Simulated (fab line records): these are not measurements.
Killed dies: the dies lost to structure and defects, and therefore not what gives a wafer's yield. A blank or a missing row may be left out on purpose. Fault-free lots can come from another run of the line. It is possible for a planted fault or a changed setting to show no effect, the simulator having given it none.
Which tool is to blame? / flow sky130 / 11 lots, 33 wafers sampled, at 5 steps of a route of 708

== WHAT THE GAUGES READ, wafer by wafer ==
SKY_CAP2M_THK_MEAS_01. Usual: CAP2M_CVD_00_THK 15.47 nm, standard deviation 0.22.
lot=L597; measured=day 39 10:33; on=film-metro-01; CAP2M_CVD_00_THK (nm)=15.17 15.28 15.45; flag=
lot=L598; measured=day 39 12:50; on=film-metro-01; CAP2M_CVD_00_THK (nm)=15.47 15.22 15.40; flag=
lot=L599; measured=day 40 02:40; on=film-metro-04; CAP2M_CVD_00_THK (nm)=14.97 15.40 15.31; flag=
lot=L602; measured=day 40 21:31; on=film-metro-03; CAP2M_CVD_00_THK (nm)=15.13 15.19 15.51; flag=
lot=L603; measured=day 41 06:37; on=film-metro-01; CAP2M_CVD_00_THK (nm)=15.47 15.15 15.46; flag=
lot=L609; measured=day 43 21:16; on=film-metro-01; CAP2M_CVD_00_THK (nm)=15.39 15.51; flag=
lot=L610; measured=day 44 01:40; on=film-metro-03; CAP2M_CVD_00_THK (nm)=15.40 15.50 15.73; flag=
lot=L611; measured=day 44 02:36; on=film-metro-01; CAP2M_CVD_00_THK (nm)=15.54 15.50 15.51; flag=
lot=L614; measured=day 44 18:01; on=film-metro-04; CAP2M_CVD_00_THK (nm)=15.46 15.41 15.37; flag=
lot=L616; measured=day 45 11:11; on=film-metro-04; CAP2M_CVD_00_THK (nm)=15.03 15.27 15.27; flag=
lot=L619; measured=day 45 18:19; on=film-metro-01; CAP2M_CVD_00_THK (nm)=15.14 15.01 15.22; flag=

== TOOL THAT RAN EACH LOT (tool first, then ch and the chambers of the sampled wafers, then the start) ==
lot=L597; SKY_CAPM_STRIP_14=plasma-asher-04 ch 0,1, day 37 03:55; SKY_METAL3_STRIP_19=plasma-asher-02 ch 1, day 38 06:19; SKY_VIA3_ETCH_15=rie-diel-01 ch 1,2,3, day 39 09:04; SKY_VIA3_STRIP_16=plasma-asher-03 ch 0,1, day 39 09:07
lot=L598; SKY_CAPM_STRIP_14=plasma-asher-01 ch 0,1, day 37 06:34; SKY_METAL3_STRIP_19=plasma-asher-01 ch 0, day 38 09:03; SKY_VIA3_ETCH_15=rie-diel-02 ch 1,2, day 39 11:21; SKY_VIA3_STRIP_16=plasma-asher-04 ch 0,1, day 39 11:25
lot=L599; SKY_CAPM_STRIP_14=plasma-asher-04 ch 0,1, day 37 20:10; SKY_METAL3_STRIP_19=plasma-asher-02 ch 0,1, day 38 22:44; SKY_VIA3_ETCH_15=rie-diel-02 ch 0,1,3, day 40 01:10; SKY_VIA3_STRIP_16=plasma-asher-02 ch 0,1, day 40 01:13
lot=L602; SKY_CAPM_STRIP_14=plasma-asher-04 ch 0,1, day 38 16:01; SKY_METAL3_STRIP_19=plasma-asher-02 ch 0,1, day 39 18:49; SKY_VIA3_ETCH_15=rie-diel-03 ch 2,3, day 40 19:39; SKY_VIA3_STRIP_16=plasma-asher-03 ch 0,1, day 40 19:43
lot=L603; SKY_CAPM_STRIP_14=plasma-asher-03 ch 0,1, day 39 02:52; SKY_METAL3_STRIP_19=plasma-asher-01 ch 0,1, day 40 04:22; SKY_VIA3_ETCH_15=rie-diel-01 ch 0,1,3, day 41 05:01; SKY_VIA3_STRIP_16=plasma-asher-04 ch 0,1, day 41 05:05
lot=L609; SKY_CAPM_STRIP_14=plasma-asher-04 ch 0,1, day 41 19:33; SKY_METAL3_STRIP_19=plasma-asher-03 ch 0,1, day 42 20:10; SKY_VIA3_ETCH_15=rie-diel-01 ch 0,1,2, day 43 19:46; SKY_VIA3_STRIP_16=plasma-asher-02 ch 0,1, day 43 19:51
lot=L610; SKY_CAPM_STRIP_14=plasma-asher-03 ch 0,1, day 41 22:55; SKY_METAL3_STRIP_19=plasma-asher-02 ch 0,1, day 43 00:02; SKY_VIA3_ETCH_15=rie-diel-03 ch 0,1, day 44 00:08; SKY_VIA3_STRIP_16=plasma-asher-03 ch 0,1, day 44 00:12
lot=L611; SKY_CAPM_STRIP_14=plasma-asher-03 ch 0,1, day 41 23:15; SKY_METAL3_STRIP_19=plasma-asher-01 ch 0,1, day 43 00:18; SKY_VIA3_ETCH_15=rie-diel-02 ch 1,2, day 44 00:40; SKY_VIA3_STRIP_16=plasma-asher-02 ch 0,1, day 44 00:45
lot=L614; SKY_CAPM_STRIP_14=plasma-asher-04 ch 0,1, day 42 15:13; SKY_METAL3_STRIP_19=plasma-asher-01 ch 0,1, day 43 16:38; SKY_VIA3_ETCH_15=rie-diel-02 ch 2,3, day 44 16:22; SKY_VIA3_STRIP_16=plasma-asher-04 ch 0,1, day 44 16:26
lot=L616; SKY_CAPM_STRIP_14=plasma-asher-01 ch 0,1, day 43 11:49; SKY_METAL3_STRIP_19=plasma-asher-01 ch 0,1, day 44 10:32; SKY_VIA3_ETCH_15=rie-diel-03 ch 1,2,3, day 45 09:40; SKY_VIA3_STRIP_16=plasma-asher-02 ch 1, day 45 09:43
lot=L619; SKY_CAPM_STRIP_14=plasma-asher-03 ch 0,1, day 43 19:25; SKY_METAL3_STRIP_19=plasma-asher-03 ch 0,1, day 44 18:10; SKY_VIA3_ETCH_15=rie-diel-03 ch 0,1,2, day 45 16:49; SKY_VIA3_STRIP_16=plasma-asher-03 ch 0,1, day 45 16:53
- SKY_CAPM_STRIP_14: strips in O2/N2.
- SKY_METAL3_STRIP_19: strips in O2/N2.
- SKY_VIA3_ETCH_15: etches SiO2 in C4F8/O2/Ar, stops on TiN, target depth 507 nm, time 78 s.
- SKY_VIA3_STRIP_16: strips in O2/N2.

== AS READ BY THE TOOLS THEMSELVES (means over the sampled wafers that have a number; for cases with no such wafer, the mark the record gives instead) ==
SKY_CAPM_STRIP_14. Usual: drypump-motor-current-A 5.78 A, standard deviation 0.3; oes-product-au 0.710 a.u., standard deviation 0.0047; strip-time-to-endpoint-s 12.68 s, standard deviation 0.046.
lot=L597; tool=plasma-asher-04; drypump-motor-current-A (A)=5.79; oes-product-au (a.u.)=0.708; strip-time-to-endpoint-s (s)=12.66; flag=
lot=L598; tool=plasma-asher-01; drypump-motor-current-A (A)=5.33; oes-product-au (a.u.)=0.712; strip-time-to-endpoint-s (s)=12.65; flag=
lot=L599; tool=plasma-asher-04; drypump-motor-current-A (A)=5.79; oes-product-au (a.u.)=0.710; strip-time-to-endpoint-s (s)=12.70; flag=
lot=L602; tool=plasma-asher-04; drypump-motor-current-A (A)=5.80; oes-product-au (a.u.)=0.711; strip-time-to-endpoint-s (s)=12.70; flag=
lot=L603; tool=plasma-asher-03; drypump-motor-current-A (A)=6.11; oes-product-au (a.u.)=0.714; strip-time-to-endpoint-s (s)=12.72; flag=
lot=L609; tool=plasma-asher-04; drypump-motor-current-A (A)=5.85; oes-product-au (a.u.)=0.716; strip-time-to-endpoint-s (s)=12.67; flag=
lot=L610; tool=plasma-asher-03; drypump-motor-current-A (A)=6.10; oes-product-au (a.u.)=0.707; strip-time-to-endpoint-s (s)=12.77; flag=
lot=L611; tool=plasma-asher-03; drypump-motor-current-A (A)=6.00; oes-product-au (a.u.)=0.709; strip-time-to-endpoint-s (s)=12.65; flag=
lot=L614; tool=plasma-asher-04; drypump-motor-current-A (A)=5.80; oes-product-au (a.u.)=0.708; strip-time-to-endpoint-s (s)=12.72; flag=
lot=L616; tool=plasma-asher-01; drypump-motor-current-A (A)=5.36; oes-product-au (a.u.)=0.712; strip-time-to-endpoint-s (s)=12.70; flag=
lot=L619; tool=plasma-asher-03; drypump-motor-current-A (A)=6.01; oes-product-au (a.u.)=0.705; strip-time-to-endpoint-s (s)=12.66; flag=

SKY_METAL3_STRIP_19. Usual: drypump-motor-current-A 5.5 A, standard deviation 0.45; oes-product-au 0.501 a.u., standard deviation 0.0062; strip-time-to-endpoint-s 6.51 s, standard deviation 0.098.
lot=L597; tool=plasma-asher-02; drypump-motor-current-A (A)=4.7; oes-product-au (a.u.)=0.499; strip-time-to-endpoint-s (s)=6.57; flag=
lot=L598; tool=plasma-asher-01; drypump-motor-current-A (A)=5.4; oes-product-au (a.u.)=0.508; strip-time-to-endpoint-s (s)=6.70; flag=
lot=L599; tool=plasma-asher-02; drypump-motor-current-A (A)=5.4; oes-product-au (a.u.)=0.504; strip-time-to-endpoint-s (s)=6.52; flag=
lot=L602; tool=plasma-asher-02; drypump-motor-current-A (A)=5.0; oes-product-au (a.u.)=0.510; strip-time-to-endpoint-s (s)=6.65; flag=
lot=L603; tool=plasma-asher-01; drypump-motor-current-A (A)=5.3; oes-product-au (a.u.)=0.494; strip-time-to-endpoint-s (s)=6.36; flag=
lot=L609; tool=plasma-asher-03; drypump-motor-current-A (A)=6.0; oes-product-au (a.u.)=0.503; strip-time-to-endpoint-s (s)=6.52; flag=
lot=L610; tool=plasma-asher-02; drypump-motor-current-A (A)=5.4; oes-product-au (a.u.)=0.503; strip-time-to-endpoint-s (s)=6.51; flag=
lot=L611; tool=plasma-asher-01; drypump-motor-current-A (A)=5.4; oes-product-au (a.u.)=0.495; strip-time-to-endpoint-s (s)=6.36; flag=
lot=L614; tool=plasma-asher-01; drypump-motor-current-A (A)=5.4; oes-product-au (a.u.)=0.502; strip-time-to-endpoint-s (s)=6.50; flag=
lot=L616; tool=plasma-asher-01; drypump-motor-current-A (A)=5.4; oes-product-au (a.u.)=0.496; strip-time-to-endpoint-s (s)=6.38; flag=
lot=L619; tool=plasma-asher-03; drypump-motor-current-A (A)=6.1; oes-product-au (a.u.)=0.505; strip-time-to-endpoint-s (s)=6.62; flag=

SKY_VIA3_ETCH_15. Usual: oes-product-au at 0.945 a.u., with a standard deviation of 0.0045.
lot=L597; tool=rie-diel-01; oes-product-au (a.u.)=0.946; flag=
lot=L598; tool=rie-diel-02; oes-product-au (a.u.)=0.942; flag=
lot=L599; tool=rie-diel-02; oes-product-au (a.u.)=0.944; flag=
lot=L602; tool=rie-diel-03; oes-product-au (a.u.)=0.950; flag=
lot=L603; tool=rie-diel-01; oes-product-au (a.u.)=0.943; flag=
lot=L609; tool=rie-diel-01; oes-product-au (a.u.)=0.893; flag=OFF
lot=L610; tool=rie-diel-03; oes-product-au (a.u.)=0.947; flag=
lot=L611; tool=rie-diel-02; oes-product-au (a.u.)=0.943; flag=
lot=L614; tool=rie-diel-02; oes-product-au (a.u.)=0.944; flag=
lot=L616; tool=rie-diel-03; oes-product-au (a.u.)=0.945; flag=
lot=L619; tool=rie-diel-03; oes-product-au (a.u.)=0.944; flag=

SKY_VIA3_STRIP_16. Usual: drypump-motor-current-A 5.7 A, standard deviation 0.45; oes-product-au 0.402 a.u., standard deviation 0.0047; strip-time-to-endpoint-s 4.132 s, standard deviation 0.025.
lot=L597; tool=plasma-asher-03; drypump-motor-current-A (A)=6.1; oes-product-au (a.u.)=0.400; strip-time-to-endpoint-s (s)=4.099; flag=
lot=L598; tool=plasma-asher-04; drypump-motor-current-A (A)=5.9; oes-product-au (a.u.)=0.406; strip-time-to-endpoint-s (s)=4.124; flag=
lot=L599; tool=plasma-asher-02; drypump-motor-current-A (A)=5.4; oes-product-au (a.u.)=0.402; strip-time-to-endpoint-s (s)=4.148; flag=
lot=L602; tool=plasma-asher-03; drypump-motor-current-A (A)=6.0; oes-product-au (a.u.)=0.401; strip-time-to-endpoint-s (s)=4.106; flag=
lot=L603; tool=plasma-asher-04; drypump-motor-current-A (A)=5.8; oes-product-au (a.u.)=0.407; strip-time-to-endpoint-s (s)=4.132; flag=
lot=L609; tool=plasma-asher-02; drypump-motor-current-A (A)=5.4; oes-product-au (a.u.)=0.404; strip-time-to-endpoint-s (s)=4.248; flag=OFF
lot=L610; tool=plasma-asher-03; drypump-motor-current-A (A)=6.0; oes-product-au (a.u.)=0.404; strip-time-to-endpoint-s (s)=4.137; flag=
lot=L611; tool=plasma-asher-02; drypump-motor-current-A (A)=5.0; oes-product-au (a.u.)=0.402; strip-time-to-endpoint-s (s)=4.133; flag=
lot=L614; tool=plasma-asher-04; drypump-motor-current-A (A)=5.8; oes-product-au (a.u.)=0.404; strip-time-to-endpoint-s (s)=4.161; flag=
lot=L616; tool=plasma-asher-02; drypump-motor-current-A (A)=4.7; oes-product-au (a.u.)=0.402; strip-time-to-endpoint-s (s)=4.105; flag=
lot=L619; tool=plasma-asher-03; drypump-motor-current-A (A)=6.1; oes-product-au (a.u.)=0.399; strip-time-to-endpoint-s (s)=4.134; flag=

== THE ANSWER, worked out from the rows above alone ==
Rule: a lot is off if the mean of its wafers that have a number lies more than 3 standard deviations from the usual mean. Also off: a lot with no number at a reading for which 4 or more lots have one. All remaining lots with rows at the step are treated as sound. After the gauges, taken in route order, come the tools' own readings; for these a lot's mean is taken, as printed above. The first step at which some lot is off is used, and at that step the reading that is off furthest; a lot without a number counts as furthest.
Off at SKY_VIA3_ETCH_15 (oes-product-au): L609.
If a tool, at that step or one of the process steps before it, ran each lot that is off and ran no sound lot following the first of them, it fits. One fits: rie-diel-01 at SKY_VIA3_ETCH_15. A fault onset in the window from L603 (day 41 05:01, its last sound lot) to L609 (day 43 19:46, its first lot off) fits.
On the lots that are off, the tool's own readings at SKY_VIA3_ETCH_15 differ by more than 5 times the standard deviation of the sound lots' means, which bears it out; oes-product-au reads 0.893 a.u. there versus 0.945 a.u. on the sound lots.

== WHAT WAS PUT IN BY THE SIMULATOR ==
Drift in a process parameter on rie-diel-01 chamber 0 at SKY_VIA3_ETCH_15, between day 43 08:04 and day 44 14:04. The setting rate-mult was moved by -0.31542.
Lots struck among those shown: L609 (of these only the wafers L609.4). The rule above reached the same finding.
